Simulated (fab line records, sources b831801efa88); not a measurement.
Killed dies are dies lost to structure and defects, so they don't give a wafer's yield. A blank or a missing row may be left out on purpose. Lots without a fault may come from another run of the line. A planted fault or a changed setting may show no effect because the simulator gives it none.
Which tool did it? | flow sfq_line | 13 lots, 37 wafers sampled, at 1 step of a route of 325

WHAT THE GAUGES READ, wafer by wafer
The record holds no reading of a measuring or inspecting step that can be judged against a usual standard deviation.

WHICH TOOL RAN EACH LOT (tool, then ch and the chambers of the sampled wafers, then the start)
lot  | SFQ_TRILAYER_I0_VIA_BARC_OPEN_VIA_ETCH_046
L877 | rie_diel-04 ch 1,2, day 16 18:53
L878 | rie_diel-01 ch 0,2,3, day 16 23:41
L879 | rie_diel-02 ch 1,2, day 17 03:17
L880 | rie_diel-04 ch 1,2,3, day 17 14:13
L887 | rie_diel-02 ch 1,2, day 20 21:55
L889 | rie_diel-02 ch 0,1, day 21 00:19
L890 | rie_diel-02 ch 0,2, day 21 01:32
L891 | rie_diel-04 ch 0,1,3, day 21 02:43
L893 | rie_diel-04 ch 1,2, day 21 05:07
L895 | rie_diel-04 ch 0,2,3, day 21 07:31
L897 | rie_diel-01 ch 1,2, day 21 09:55
L898 | rie_diel-04 ch 1,2,3, day 21 11:07
L900 | rie_diel-01 ch 1,2,3, day 21 13:31
- SFQ_TRILAYER_I0_VIA_BARC_OPEN_VIA_ETCH_046: etches BARC in O2, target depth 125 nm, time 41.7 s.

WHAT THE TOOLS THEMSELVES READ (means of the sampled wafers that have a number; where no wafer has one, the mark that the record gives instead)
SFQ_TRILAYER_I0_VIA_BARC_OPEN_VIA_ETCH_046.
lot  | tool        | drypump_motor_current_A (A) | oes_product_au (a.u.) | run_length_s (s)
L877 | rie_diel-04 | 5.4                         | 0.685                 | 69.8
L878 | rie_diel-01 | 5.9                         | 0.683                 | 70.0
L879 | rie_diel-02 | 5.0                         | 0.684                 | 70.3
L880 | rie_diel-04 | 5.6                         | 0.685                 | 69.8
L887 | rie_diel-02 | 5.0                         | 0.717                 | 67.9
L889 | rie_diel-02 | 5.2                         | 0.728                 | 66.5
L890 | rie_diel-02 | 5.2                         | 0.737                 | 66.7
L891 | rie_diel-04 | 5.7                         | 0.686                 | 70.1
L893 | rie_diel-04 | 5.4                         | 0.686                 | 69.9
L895 | rie_diel-04 | 5.7                         | 0.685                 | 70.2
L897 | rie_diel-01 | 6.0                         | 0.691                 | 69.8
L898 | rie_diel-04 | 5.6                         | 0.686                 | 69.9
L900 | rie_diel-01 | 5.9                         | 0.685                 | 69.9

THE ANSWER, worked out from the rows above alone
Rule: what is usual is taken from the lots themselves. Put in order of their means at a reading, lots are off if they are a third of the lots or fewer, leave a main group of 4 or more, and stand apart from it by a gap of 3 or more times the standard deviation of the main group's means; of several such gaps the widest counts. A main group whose means are all the same, to the digits that the tables above print for the reading, isn't used. A lot without any number at a reading at which 4 lots or more have one is off too. The other lots that the step has rows for count as sound. The gauges are gone through in route order, then the tools' own readings, and for those a lot's mean is taken as printed above. The first step at which some lot is off is used, and at that step the reading that is off furthest; a lot without a number counts as furthest.
Off: L887, L889, L890, at SFQ_TRILAYER_I0_VIA_BARC_OPEN_VIA_ETCH_046 (oes_product_au). The main group: mean 0.686 a.u., standard deviation 0.002.
A tool fits if, at that step or a process step before it, it ran every lot that is off, and no sound lot after the first of them. One fits: rie_diel-02 at SFQ_TRILAYER_I0_VIA_BARC_OPEN_VIA_ETCH_046. Its last sound lot is L879 (day 17 03:17), its first lot that is off L887 (day 20 21:55): a fault that began between those two fits.
The tool's own readings at SFQ_TRILAYER_I0_VIA_BARC_OPEN_VIA_ETCH_046 bear it out: on the lots that are off they differ by more than 5 times the standard deviation of the sound lots' means. oes_product_au reads 0.727 a.u. there against 0.686 a.u. on the sound lots; run_length_s reads 67.0 s there against 70.0 s on the sound lots.

WHAT THE SIMULATOR HAD PUT IN
Process parameter drift: rie_diel-02, from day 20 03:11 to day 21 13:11, at SFQ_TRILAYER_I0_VIA_BARC_OPEN_VIA_ETCH_046. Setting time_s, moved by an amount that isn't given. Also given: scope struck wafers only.
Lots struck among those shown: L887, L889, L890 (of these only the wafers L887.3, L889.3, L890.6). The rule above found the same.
